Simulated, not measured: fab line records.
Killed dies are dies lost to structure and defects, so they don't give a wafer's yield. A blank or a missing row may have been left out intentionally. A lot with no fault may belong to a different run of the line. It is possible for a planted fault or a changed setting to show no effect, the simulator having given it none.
Lot-split experiment || flow sfq-line || route with 325 steps; 5 lots, 23 wafers read

ON THE SPLIT
At SFQ_TRILAYER_M8_DEP_EVAP_198 (material Pt, target thk 50 nm, time 250 s), the setting time-s was moved away from the recipe's 250 s on 5 of the 23 wafers read, by +7.4% to +13.8%. The other wafers ran this setting at the recipe's value.

The split's own step is where the reading is taken.

THE READING
Pt_of_TRILAYER_M8_DEP_EVAP_198.thk-nm (the simulator's own value, which no gauge read), in nm, at SFQ_TRILAYER_M8_DEP_EVAP_198 (material Pt, target thk 50 nm, time 250 s). No usual value for it is given in the file. Average 50.13 nm, standard deviation 0.54 nm, over the 18 wafers here run with the recipe.

{"wafer": "L078.1", "tool, chamber at the split": "pvd-sputter-01, -", "time-s as run, s": 250, "against the recipe": "recipe", "Pt_of_TRILAYER_M8_DEP_EVAP_198.thk-nm, nm": 50.84, "against lot-mates on the recipe": "-"}
{"wafer": "L078.2", "tool, chamber at the split": "pvd-sputter-01, -", "time-s as run, s": 250, "against the recipe": "recipe", "Pt_of_TRILAYER_M8_DEP_EVAP_198.thk-nm, nm": 50.77, "against lot-mates on the recipe": "-"}
{"wafer": "L078.3", "tool, chamber at the split": "pvd-sputter-01, -", "time-s as run, s": 250, "against the recipe": "recipe", "Pt_of_TRILAYER_M8_DEP_EVAP_198.thk-nm, nm": 50.05, "against lot-mates on the recipe": "-"}
{"wafer": "L078.4", "tool, chamber at the split": "pvd-sputter-01, -", "time-s as run, s": 250, "against the recipe": "recipe", "Pt_of_TRILAYER_M8_DEP_EVAP_198.thk-nm, nm": 50.63, "against lot-mates on the recipe": "-"}
{"wafer": "L078.5", "tool, chamber at the split": "pvd-sputter-01, -", "time-s as run, s": 250, "against the recipe": "recipe", "Pt_of_TRILAYER_M8_DEP_EVAP_198.thk-nm, nm": 50.11, "against lot-mates on the recipe": "-"}
{"wafer": "L080.1", "tool, chamber at the split": "pvd-sputter-02, -", "time-s as run, s": 284.6, "against the recipe": "+13.8%", "Pt_of_TRILAYER_M8_DEP_EVAP_198.thk-nm, nm": 56.92, "against lot-mates on the recipe": "+7.34"}
{"wafer": "L080.2", "tool, chamber at the split": "pvd-sputter-02, -", "time-s as run, s": 284.6, "against the recipe": "+13.8%", "Pt_of_TRILAYER_M8_DEP_EVAP_198.thk-nm, nm": 56.27, "against lot-mates on the recipe": "+6.70"}
{"wafer": "L080.3", "tool, chamber at the split": "pvd-sputter-02, -", "time-s as run, s": 250, "against the recipe": "recipe", "Pt_of_TRILAYER_M8_DEP_EVAP_198.thk-nm, nm": 49.55, "against lot-mates on the recipe": "-"}
{"wafer": "L080.5", "tool, chamber at the split": "pvd-sputter-02, -", "time-s as run, s": 250, "against the recipe": "recipe", "Pt_of_TRILAYER_M8_DEP_EVAP_198.thk-nm, nm": 49.6, "against lot-mates on the recipe": "-"}
{"wafer": "L080.6", "tool, chamber at the split": "pvd-sputter-02, -", "time-s as run, s": 284.6, "against the recipe": "+13.8%", "Pt_of_TRILAYER_M8_DEP_EVAP_198.thk-nm, nm": 56.19, "against lot-mates on the recipe": "+6.61"}
{"wafer": "L079.1", "tool, chamber at the split": "pvd-sputter-01, -", "time-s as run, s": 250, "against the recipe": "recipe", "Pt_of_TRILAYER_M8_DEP_EVAP_198.thk-nm, nm": 50.55, "against lot-mates on the recipe": "-"}
{"wafer": "L079.4", "tool, chamber at the split": "pvd-sputter-01, -", "time-s as run, s": 250, "against the recipe": "recipe", "Pt_of_TRILAYER_M8_DEP_EVAP_198.thk-nm, nm": 49.84, "against lot-mates on the recipe": "-"}
{"wafer": "L079.5", "tool, chamber at the split": "pvd-sputter-01, -", "time-s as run, s": 250, "against the recipe": "recipe", "Pt_of_TRILAYER_M8_DEP_EVAP_198.thk-nm, nm": 50.32, "against lot-mates on the recipe": "-"}
{"wafer": "L084.1", "tool, chamber at the split": "pvd-sputter-01, -", "time-s as run, s": 250, "against the recipe": "recipe", "Pt_of_TRILAYER_M8_DEP_EVAP_198.thk-nm, nm": 50.38, "against lot-mates on the recipe": "-"}
{"wafer": "L084.2", "tool, chamber at the split": "pvd-sputter-01, -", "time-s as run, s": 250, "against the recipe": "recipe", "Pt_of_TRILAYER_M8_DEP_EVAP_198.thk-nm, nm": 51.22, "against lot-mates on the recipe": "-"}
{"wafer": "L084.3", "tool, chamber at the split": "pvd-sputter-01, -", "time-s as run, s": 268.6, "against the recipe": "+7.4%", "Pt_of_TRILAYER_M8_DEP_EVAP_198.thk-nm, nm": 54.59, "against lot-mates on the recipe": "+3.89"}
{"wafer": "L084.4", "tool, chamber at the split": "pvd-sputter-01, -", "time-s as run, s": 268.6, "against the recipe": "+7.4%", "Pt_of_TRILAYER_M8_DEP_EVAP_198.thk-nm, nm": 54.5, "against lot-mates on the recipe": "+3.80"}
{"wafer": "L084.5", "tool, chamber at the split": "pvd-sputter-01, -", "time-s as run, s": 250, "against the recipe": "recipe", "Pt_of_TRILAYER_M8_DEP_EVAP_198.thk-nm, nm": 50.49, "against lot-mates on the recipe": "-"}
{"wafer": "L085.1", "tool, chamber at the split": "pvd-sputter-02, -", "time-s as run, s": 250, "against the recipe": "recipe", "Pt_of_TRILAYER_M8_DEP_EVAP_198.thk-nm, nm": 49.75, "against lot-mates on the recipe": "-"}
{"wafer": "L085.2", "tool, chamber at the split": "pvd-sputter-02, -", "time-s as run, s": 250, "against the recipe": "recipe", "Pt_of_TRILAYER_M8_DEP_EVAP_198.thk-nm, nm": 50.03, "against lot-mates on the recipe": "-"}
{"wafer": "L085.3", "tool, chamber at the split": "pvd-sputter-02, -", "time-s as run, s": 250, "against the recipe": "recipe", "Pt_of_TRILAYER_M8_DEP_EVAP_198.thk-nm, nm": 49.6, "against lot-mates on the recipe": "-"}
{"wafer": "L085.4", "tool, chamber at the split": "pvd-sputter-02, -", "time-s as run, s": 250, "against the recipe": "recipe", "Pt_of_TRILAYER_M8_DEP_EVAP_198.thk-nm, nm": 49.3, "against lot-mates on the recipe": "-"}
{"wafer": "L085.5", "tool, chamber at the split": "pvd-sputter-02, -", "time-s as run, s": 250, "against the recipe": "recipe", "Pt_of_TRILAYER_M8_DEP_EVAP_198.thk-nm, nm": 49.36, "against lot-mates on the recipe": "-"}

FIT RESULTS
A straight line over all 23 wafers: Pt_of_TRILAYER_M8_DEP_EVAP_198.thk-nm changes by +0.476 nm for each +1% of time-s; r = +0.97; the points scatter about the line by 0.58 nm.
The same after taking each lot's own level away (the mean of its wafers on the recipe; 23 wafers): +0.5 nm for each +1%; r = +0.99; scatter 0.3 nm.
The reading moves by 6.9 nm for the largest change in time-s, on that fit.
From 49.575 to 50.697 nm: that is the span of the lots' own levels, equal to 2.1 times the standard deviation above.
The two slopes are in agreement: the lot-to-lot level therefore moves the slope only a little.
Check: +6.77 nm against its lot-mates is what the line predicts for one of the wafers moved furthest among these (+13.8%) when that wafer is left out of the fit. Against them it came out at +7.34 nm.

THESE WAFERS: OTHER SPLITS
Note: prior to the reading, these wafers also went through further splits. Each is held against what the fit with the lots' levels taken away leaves over:
{"other split on the same wafers": "SFQ_TRILAYER_C5_LITHO_PEB_154 peb-time-s", "wafers away from the commonest value": 9, "r with Pt_of_TRILAYER_M8_DEP_EVAP_198.thk-nm (lot level and that fit taken away)": -0.13}
{"other split on the same wafers": "SFQ_TRILAYER_M6_LITHO_EXPOSE_160 dose-mj", "wafers away from the commonest value": 9, "r with Pt_of_TRILAYER_M8_DEP_EVAP_198.thk-nm (lot level and that fit taken away)": -0.21}
{"other split on the same wafers": "SFQ_TRILAYER_I6_VIA_LITHO_COAT_174 spin-rpm", "wafers away from the commonest value": 5, "r with Pt_of_TRILAYER_M8_DEP_EVAP_198.thk-nm (lot level and that fit taken away)": -0.06}
{"other split on the same wafers": "SFQ_TRILAYER_I6_VIA_BARC_OPEN_VIA_ETCH_235 bias-w", "wafers away from the commonest value": 4, "r with Pt_of_TRILAYER_M8_DEP_EVAP_198.thk-nm (lot level and that fit taken away)": "+0.30"}
{"other split on the same wafers": "SFQ_TRILAYER_M7_LITHO_COAT_182 spin-rpm", "wafers away from the commonest value": 10, "r with Pt_of_TRILAYER_M8_DEP_EVAP_198.thk-nm (lot level and that fit taken away)": -0.31}
{"other split on the same wafers": "SFQ_TRILAYER_I7_VIA_LITHO_COAT_187 spin-rpm", "wafers away from the commonest value": 7, "r with Pt_of_TRILAYER_M8_DEP_EVAP_198.thk-nm (lot level and that fit taken away)": -0.17}

FILE'S OWN FIT
Pt_of_TRILAYER_M8_DEP_EVAP_198.thk-nm changes by +0.502 nm for each +1% of time-s, r = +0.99.
